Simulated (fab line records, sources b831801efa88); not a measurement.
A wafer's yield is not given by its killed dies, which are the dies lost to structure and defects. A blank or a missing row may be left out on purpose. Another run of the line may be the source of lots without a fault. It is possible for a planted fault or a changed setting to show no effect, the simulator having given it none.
8D (eight disciplines) problem report, filled in by code :: flow sky130 :: the parts of the form that need people (team, actions taken, sign-off) are left out

== 1. PROBLEM STATEMENT ==
Across 6 wafers from 2 lots, RES_XHIGH_TW at SKY_RES_XHIGH_TW_MEAS_09 averages 1567, while fault-free wafers read 1636 with a standard deviation of 12. That puts it -5.8 standard deviations away from the usual mean.
Seen first at day 29 13:31 on film metro-04, wafer L484.1. The record holds 33 wafers of 11 lots with a number at this step. Rule for "out" (also "out of limits"): further than 4 standard deviations from the usual mean. The rest of the wafers with a number are treated as sound.

== 2. WHAT THIS IS AND IS NOT ==
question: which readings at this step
is: RES_XHIGH_TW
is not: -

question: which lots
is: L484, L485
is not: L477, L479, L481, L493, L495, L496, L497, L498, L499

question: which wafers of those lots
is: all that have a number
is not: -

question: read on which gauges
is: film metro-03, film metro-04
is not: film metro-01

question: when
is: from day 29 13:31
is not: up to then (9 sound wafers); but 18 sound wafers of L493, L495, L496, L497, L498, L499 came after

== 3. SUSPECTS, AND WHAT RULES EACH OUT ==
Counting: a tool stays on the suspect list if, at a process step up to the reading, it processed all lots that are out and no sound lot following the first of them.
- the gauge at SKY_RES_XHIGH_TW_MEAS_09 is ruled out. Those wafers that are out were read across 2 gauges (film metro-03, film metro-04).
- rie diel-04 at SKY_POLY_CUT_ETCH_11 (etches Si3N4 in CF4/CH2F2/Ar, stops on poly-Si, time 42.5 s, target depth 60 nm): ruled out as a lasting fault. Sound lots L496 ran on it after its first lot that is out, L484 (day 27 05:16).
- implanter-02 at SKY_RES_XHIGH_IMPLANT_07: ruled out as a lasting fault. Sound lots L495, L496, L499 ran on it after its first lot that is out, L484 (day 29 13:16).
Left after counting: nothing in the record.

== 4. THE CAUSE (what the simulator had put in) ==
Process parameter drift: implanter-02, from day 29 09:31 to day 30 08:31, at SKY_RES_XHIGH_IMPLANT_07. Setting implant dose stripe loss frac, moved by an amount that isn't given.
The count ruled it out by mistake, since the rule takes a fault to strike every lot its tool runs from the start of the fault on, and this one did not do so.

== 5. THE EFFECT CHAIN, in route order ==
Rows list readings where the struck wafers' mean (over those with a number) sits beyond 3 standard deviations from the usual. Only readings whose record carries a usual standard deviation are examined. hours: median over the lots of the time between each lot's start at the first step of this table that gives one and its start at this step. sigmas: the change, counted in usual standard deviations.
hours: 0
step: SKY_RES_XHIGH_TW_MEAS_09
reading: RES_XHIGH_TW
usual: 1636
on struck wafers: 1567
change: -69
sigmas: -5.8

hours: 28
step: SKY_SD_N_RS_MEAS_18
reading: RES_XHIGH_RS
usual: 333.3 ohm/sq
on struck wafers: 374.5
change: +41.2
sigmas: +37
Later measuring or inspecting steps at which every struck wafer that the step has a row for has a number for every such reading, and none has moved that far: SKY_SD_N_RS_MEAS_16.

== 6. HOW IT WOULD HAVE BEEN CAUGHT EARLIER ==
In this record the first reading out of limits at a measuring or inspecting step was taken at day 29 13:31, 4 hours after the fault began at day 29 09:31.
No tool reading at SKY_RES_XHIGH_IMPLANT_07 that has a usual standard deviation in the record was out on any struck wafer, so an alarm limit of 4 standard deviations on those readings would not have fired.
